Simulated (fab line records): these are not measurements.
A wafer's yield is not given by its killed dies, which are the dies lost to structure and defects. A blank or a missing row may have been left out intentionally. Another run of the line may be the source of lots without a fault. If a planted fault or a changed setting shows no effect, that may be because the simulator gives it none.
Which tool did it? ; flow gf180mcu ; 39 wafers from 13 lots sampled at 5 of the route's 602 steps

## WHAT EACH GAUGE READ, for each wafer
GF_M2_CD_MEAS_14: target cd 280 nm. Usual: 279.8 nm for cd-nm, sd 1.3.
lot;measured;on;cd-nm (nm);flag
L144;day 19 03:01;cd-sem-02;279.0 279.9 280.0;
L145;day 19 11:55;cd-sem-01;279.7 278.3 280.1;
L146;day 20 03:50;cd-sem-01;278.5 277.3 278.2;
L150;day 21 07:47;cd-sem-02;278.8 279.7 278.6;
L151;day 22 02:14;cd-sem-02;279.9 278.3 279.2;
L157;day 23 19:59;cd-sem-02;279.3 279.0 278.4;
L160;day 25 01:56;cd-sem-02;279.3 278.6 278.9;
L161;day 25 06:56;cd-sem-01;280.0 280.7 279.9;
L162;day 25 13:38;cd-sem-01;277.7 277.4 277.1;
L164;day 26 06:47;cd-sem-01;278.3 278.4 278.3;
L165;day 26 10:38;cd-sem-01;281.2 280.4 281.1;
L166;day 26 17:23;cd-sem-01;279.2 281.0 280.6;
L167;day 27 09:14;cd-sem-01;280.4 280.8 280.7;

GF_V2_THK_MEAS_01. Usual: for V2_CVD_00_THK the level is 597 nm and the standard deviation is 7.1.
lot;measured;on;V2_CVD_00_THK (nm);flag
L144;day 19 03:57;film-metro-04;604 598 603;
L145;day 19 12:47;film-metro-04;597 586 601;
L146;day 20 04:54;film-metro-03;596 595 597;
L150;day 21 08:41;film-metro-03;585 596 588;
L151;day 22 03:08;film-metro-03;588 708 586;OFF
L157;day 23 20:55;film-metro-01;600 601 602;
L160;day 25 02:50;film-metro-04;599 600 598;
L161;day 25 07:48;film-metro-01;589 596 593;
L162;day 25 14:32;film-metro-04;600 601 599;
L164;day 26 07:41;film-metro-04;593 599 592;
L165;day 26 11:32;film-metro-04;597 597 604;
L166;day 26 18:18;film-metro-01;602 598 602;
L167;day 27 10:11;film-metro-01;598 586 583;

## EACH LOT AND THE TOOL THAT RAN IT (in order: tool; ch and the chambers of the sampled wafers; start)
lot;GF_V1_CVD_23;GF_M2_SPUTTER_03;GF_V2_CVD_00
L144;cvd-w-01 ch 0,1, day 18 02:32;pvd-sputter-01, day 18 03:18;hdpcvd-02 ch 0,1,2, day 19 03:52
L145;cvd-w-02 ch 0,1, day 18 10:23;pvd-sputter-01, day 18 11:09;hdpcvd-01 ch 0,2, day 19 12:43
L146;cvd-w-01 ch 0,1, day 19 02:07;pvd-sputter-01, day 19 02:49;hdpcvd-01 ch 0,1, day 20 04:48
L150;cvd-w-01 ch 0,1, day 20 07:22;pvd-sputter-01, day 20 08:08;hdpcvd-01 ch 1,2, day 21 08:37
L151;cvd-w-02 ch 0,1, day 21 01:49;pvd-sputter-02, day 21 02:34;hdpcvd-01 ch 1,2, day 22 03:04
L157;cvd-w-01 ch 0,1, day 22 20:32;pvd-sputter-01, day 22 21:14;hdpcvd-02 ch 0,1,2, day 23 20:50
L160;cvd-w-02 ch 0,1, day 24 02:52;pvd-sputter-02, day 24 03:37;hdpcvd-02 ch 0,1,2, day 25 02:46
L161;cvd-w-01 ch 0,1, day 24 08:42;pvd-sputter-04, day 24 09:25;hdpcvd-01 ch 0,1,2, day 25 07:44
L162;cvd-w-01 ch 0,1, day 24 15:58;pvd-sputter-02, day 24 16:43;hdpcvd-01 ch 0,1,2, day 25 14:27
L164;cvd-w-02 ch 0,1, day 25 09:55;pvd-sputter-01, day 25 10:40;hdpcvd-01 ch 0,1,2, day 26 07:37
L165;cvd-w-01 ch 0,1, day 25 12:23;pvd-sputter-04, day 25 13:08;hdpcvd-01 ch 0,1,2, day 26 11:28
L166;cvd-w-01 ch 1, day 25 20:05;pvd-sputter-04, day 25 20:50;hdpcvd-02 ch 1,2, day 26 18:13
L167;cvd-w-02 ch 1, day 26 12:34;pvd-sputter-04, day 26 13:19;hdpcvd-01 ch 1,2, day 27 10:06
- GF_V1_CVD_23: deposits W, target thk 350 nm, time 105.05 s.
- GF_M2_SPUTTER_03: material Ti, target thk 10 nm, time 6.7 s.
- GF_V2_CVD_00: deposits SiO2, target thk 600 nm, time 100 s.

## AS READ BY THE TOOLS THEMSELVES (means over the sampled wafers that have a number; for cases with no such wafer, the mark the record gives instead)
GF_V1_CVD_23. Usual: 859 W for heater-power-w, sd 69.
lot;tool;heater-power-w (W);flag
L144;cvd-w-01;920;
L145;cvd-w-02;826;
L146;cvd-w-01;921;
L150;cvd-w-01;910;
L151;cvd-w-02;833;
L157;cvd-w-01;941;
L160;cvd-w-02;799;
L161;cvd-w-01;922;
L162;cvd-w-01;910;
L164;cvd-w-02;803;
L165;cvd-w-01;943;
L166;cvd-w-01;945;
L167;cvd-w-02;869;

GF_M2_SPUTTER_03. Usual: 29.9 % for throttle-valve-pct, sd 1.2.
lot;tool;throttle-valve-pct (%);flag
L144;pvd-sputter-01;30.7;
L145;pvd-sputter-01;29.1;
L146;pvd-sputter-01;30.5;
L150;pvd-sputter-01;30.6;
L151;pvd-sputter-02;30.6;
L157;pvd-sputter-01;30.5;
L160;pvd-sputter-02;30.5;
L161;pvd-sputter-04;29.1;
L162;pvd-sputter-02;29.8;
L164;pvd-sputter-01;29.7;
L165;pvd-sputter-04;29.2;
L166;pvd-sputter-04;28.9;
L167;pvd-sputter-04;29.0;

GF_V2_CVD_00. Usual: 60.00 sccm for sih4-flow-sccm, sd 0.16.
lot;tool;sih4-flow-sccm (sccm);flag
L144;hdpcvd-02;60.12;
L145;hdpcvd-01;60.01;
L146;hdpcvd-01;59.98;
L150;hdpcvd-01;59.91;
L151;hdpcvd-01;63.88;OFF
L157;hdpcvd-02;59.90;
L160;hdpcvd-02;59.98;
L161;hdpcvd-01;60.01;
L162;hdpcvd-01;60.05;
L164;hdpcvd-01;59.94;
L165;hdpcvd-01;60.18;
L166;hdpcvd-02;60.00;
L167;hdpcvd-01;60.03;

## THE ANSWER, worked out from the rows above alone
Rule: lot off if the mean of its wafers having a number is beyond 3 standard deviations from the usual mean. Also off: a lot with no number at a reading for which 4 or more lots have one. Any other lot the step has rows for is counted as sound. First the gauges in route order, then the tools' own readings, where a lot's mean is used as printed above. At the first step where some lot is off, the reading lying furthest off is the one used; lots without a number count as furthest.
Off: L151, at GF_V2_THK_MEAS_01 (V2_CVD_00_THK).
A tool fits if, at a process step before that reading, it ran every lot that is off, and no sound lot after the first of them. The gauges at GF_V2_THK_MEAS_01 aren't tried: what is off there is off at GF_V2_CVD_00 too, on other tools, and a gauge's error can't cause that. No candidate that was tried fits.

## WHAT THE SIMULATOR HAD PUT IN
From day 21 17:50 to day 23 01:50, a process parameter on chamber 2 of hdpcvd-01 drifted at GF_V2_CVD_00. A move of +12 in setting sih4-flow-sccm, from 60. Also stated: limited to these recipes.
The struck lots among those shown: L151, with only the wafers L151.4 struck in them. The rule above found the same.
